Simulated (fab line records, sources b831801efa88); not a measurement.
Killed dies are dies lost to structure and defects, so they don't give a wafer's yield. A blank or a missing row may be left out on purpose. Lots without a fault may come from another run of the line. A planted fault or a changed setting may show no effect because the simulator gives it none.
Chamber matching | flow sky130 | SKY_VIA4_CMP_21 on cmp-02: 4 sister chambers
The step polishes, stops on SiO2, t overpolish 25 s, target thk 0 nm. 20 wafers are shown with their chamber, then 10 later ones without.

WAFERS WITH THEIR CHAMBER
wafer  | chamber | motor_current_A (A) | time_to_endpoint_s (s) | edge_zone_pressure_frac
L396.2 | 0       | 13.9                | 133                    | 1.009
L396.3 | 1       | 13.1                | 122                    | 0.999
L396.4 | 2       | 10.9                | 129                    | 1.001
L394.1 | 3       | 11.7                | 126                    | 0.991
L394.3 | 1       | 13.2                | 120                    | 1.002
L394.5 | 0       | 12.8                | 129                    | 1.005
L398.2 | 0       | 12.8                | 129                    | 0.995
L398.3 | 2       | 10.6                | 119                    | 1.008
L398.5 | 0       | 13.7                | 127                    | 0.999
L397.2 | 1       | 12.4                | 114                    | 1.007
L397.4 | 3       | 12.2                | 124                    | 0.999
L397.6 | 3       | 11.5                | 119                    | 0.999
L401.1 | 1       | 13.0                | 119                    | 0.997
L401.2 | 0       | 12.8                | 126                    | 0.997
L401.6 | 0       | 13.2                | 127                    | 0.987
L402.1 | 3       | 11.4                | 124                    | 1.000
L402.4 | 1       | 13.0                | 119                    | 1.013
L402.6 | 3       | 11.7                | 126                    | 0.998
L405.1 | 3       | 11.0                | 122                    | 1.009
L405.5 | 1       | 13.0                | 118                    | 0.995

SIGNATURES (means of the wafers above)
reading                 | chamber 0 | chamber 1 | chamber 2 | chamber 3 | scatter within a chamber
motor_current_A         | 13.200    | 12.950    | 10.750    | 11.583    | 0.391
time_to_endpoint_s      | 128.50    | 118.67    | 124.00    | 123.50    | 3.09
edge_zone_pressure_frac | 0.99867   | 1.00217   | 1.00450   | 0.99933   | 0.0067
Rule: a wafer's distance from a chamber is the root of the sum, over the readings, of the square of ((its reading less the chamber's mean) divided by the reading's scatter). The wafer belongs to the nearest chamber; if the next one is less than 2 further off, it can't be placed. The scatter: the root of (the sum of the squares of (reading less its chamber's mean) over the shown wafers, divided by (wafers less chambers)).

WAFERS WITHOUT THEIR CHAMBER
wafer  | motor_current_A (A) | time_to_endpoint_s (s) | edge_zone_pressure_frac
L405.6 | 14.2                | 127                    | 0.996
L410.1 | 10.8                | 121                    | 1.000
L410.2 | 13.2                | 122                    | 0.992
L410.5 | 12.0                | 120                    | 0.998
L408.1 | 11.6                | 117                    | 1.002
L408.3 | 13.2                | 119                    | 1.003
L408.5 | 13.4                | 120                    | 1.001
L412.1 | 13.5                | 113                    | 0.994
L412.3 | 11.9                | 117                    | 1.003
L412.4 | 13.5                | 124                    | 0.998

WHICH CHAMBER EACH WENT THROUGH
wafer  | from the rows above          | in truth
L405.6 | can't be placed: 0 or 1      | 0
L410.1 | can't be placed: 2 or 3      | 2
L410.2 | can't be placed: 1 or 0      | 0
L410.5 | can't be placed: 3 or 1      | 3
L408.1 | can't be placed: 3 or 2 or 1 | 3
L408.3 | 1                            | 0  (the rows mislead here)
L408.5 | can't be placed: 1 or 0      | 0
L412.1 | 1                            | 1
L412.3 | can't be placed: 3 or 1 or 2 | 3
L412.4 | can't be placed: 0 or 1      | 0
Placed correctly: 1 of 10. Can't be placed from these rows: 8 (the true chamber is among the candidates in 8). Placed wrongly: 1.
